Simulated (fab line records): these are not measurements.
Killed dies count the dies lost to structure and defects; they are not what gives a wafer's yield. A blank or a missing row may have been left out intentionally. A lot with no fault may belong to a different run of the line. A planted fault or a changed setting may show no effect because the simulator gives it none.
What tool caused it? ; flow sky130 ; 45 wafers from 15 lots sampled at 3 of the route's 708 steps

WHAT EACH GAUGE READ, for each wafer
SKY_LOCAL_INTERCONNECT_OVL_MEAS_12. Usual: for LOCAL_INTERCONNECT_OVL the level is -1 nm and the standard deviation is 5.3.
lot;measured;on;LOCAL_INTERCONNECT_OVL (nm);flag
L886;day 31 11:32;overlay-02;3 9 4;
L888;day 31 19:53;overlay-02;1 -3 -5;
L889;day 32 04:26;overlay-02;5 1 -4;
L890;day 32 05:26;overlay-01;5 7 -1;
L892;day 33 04:05;overlay-02;-3 -5 0;
L893;day 33 15:22;overlay-01;0 -1 -3;
L894;day 33 17:02;overlay-01;-4 -4 -5;
L898;day 34 19:44;overlay-02;-1 -1 2;
L901;day 36 03:37;overlay-02;-12 -6 -7;
L902;day 36 21:27;overlay-02;2 2 -2;
L903;day 36 21:50;overlay-01;5 0 6;
L907;day 37 21:47;overlay-02;4 -7 -6;
L906;day 37 23:20;overlay-02;-6 -12 -3;
L905;day 38 00:17;overlay-01;4 -3 -5;
L908;day 38 04:23;overlay-01;-9 1 -7;

SKY_CAP2M_RS_MEAS_03: measurement is done with a four-point probe. Usual: for CAP2M_TIN_RS the level is 6.91 ohm/sq and the standard deviation is 0.077.
lot;measured;on;CAP2M_TIN_RS (ohm/sq);flag
L886;day 40 21:41;film metro-04;7.04 7.05 7.03;
L888;day 41 03:09;film metro-01;6.85 6.86 6.77;
L889;day 41 14:04;film metro-04;6.90 6.87 6.82;
L890;day 41 13:10;film metro-01;6.84 6.89 6.90;
L892;day 42 08:01;film metro-04;6.96 6.90 7.04;
L893;day 42 18:35;film metro-01;6.96 6.91 7.06;
L894;day 42 21:14;film metro-02;6.86 6.94 6.87;
L898;day 43 20:09;film metro-01;6.97 7.00 7.06;
L901;day 44 22:58;film metro-04;6.84 6.78 6.94;
L902;day 45 16:17;film metro-02;6.91 7.03 6.99;
L903;day 45 17:55;film metro-01;7.01 6.88 6.88;
L907;day 46 12:04;film metro-01;6.88 6.97 6.83;
L906;day 46 13:09;film metro-02;6.92 6.98 6.94;
L905;day 46 14:38;film metro-02;6.91 6.85 6.83;
L908;day 46 18:44;film metro-04;6.94 6.97 6.85;

TOOL THAT RAN EACH LOT (tool first, then ch and the chambers of the sampled wafers, then the start)
lot;SKY_VIA1_SPUTTER_20
L886;pvd sputter-02, day 35 03:30
L888;pvd sputter-03, day 35 10:04
L889;pvd sputter-03, day 35 19:51
L890;pvd sputter-02, day 35 20:01
L892;pvd sputter-04, day 36 19:04
L893;pvd sputter-03, day 37 03:29
L894;pvd sputter-03, day 37 05:43
L898;pvd sputter-03, day 38 07:58
L901;pvd sputter-02, day 39 15:30
L902;pvd sputter-03, day 40 09:25
L903;pvd sputter-03, day 40 10:38
L907;pvd sputter-04, day 41 07:50
L906;pvd sputter-03, day 41 08:38
L905;pvd sputter-03, day 41 10:00
L908;pvd sputter-04, day 41 13:56
- SKY_VIA1_SPUTTER_20: material TiN, target thk 20 nm, time 80 s.

AS READ BY THE TOOLS THEMSELVES (means over the sampled wafers that have a number; for cases with no such wafer, the mark the record gives instead)
SKY_VIA1_SPUTTER_20. Usual: 29.7 % for throttle valve pct, sd 1.1.
lot;tool;throttle valve pct (%);flag
L886;pvd sputter-02;29.5;
L888;pvd sputter-03;28.7;
L889;pvd sputter-03;29.0;
L890;pvd sputter-02;29.7;
L892;pvd sputter-04;30.3;
L893;pvd sputter-03;30.4;
L894;pvd sputter-03;28.6;
L898;pvd sputter-03;29.6;
L901;pvd sputter-02;29.4;
L902;pvd sputter-03;29.1;
L903;pvd sputter-03;29.1;
L907;pvd sputter-04;30.6;
L906;pvd sputter-03;29.3;
L905;pvd sputter-03;28.6;
L908;pvd sputter-04;31.1;

THE ANSWER, worked out from the rows above alone
Rule: a lot counts as off when the mean over its wafers that have a number is more than 3 standard deviations away from the usual mean. Also off: a lot with no number at a reading for which 4 or more lots have one. The other lots that the step has rows for count as sound. First the gauges in route order, then the tools' own readings, where a lot's mean is used as printed above. The first step at which some lot is off is used, and at that step the reading that is off furthest; a lot without a number counts as furthest.
Nothing can be told from this: no lot is off at any reading shown.

WHAT THE SIMULATOR HAD PUT IN
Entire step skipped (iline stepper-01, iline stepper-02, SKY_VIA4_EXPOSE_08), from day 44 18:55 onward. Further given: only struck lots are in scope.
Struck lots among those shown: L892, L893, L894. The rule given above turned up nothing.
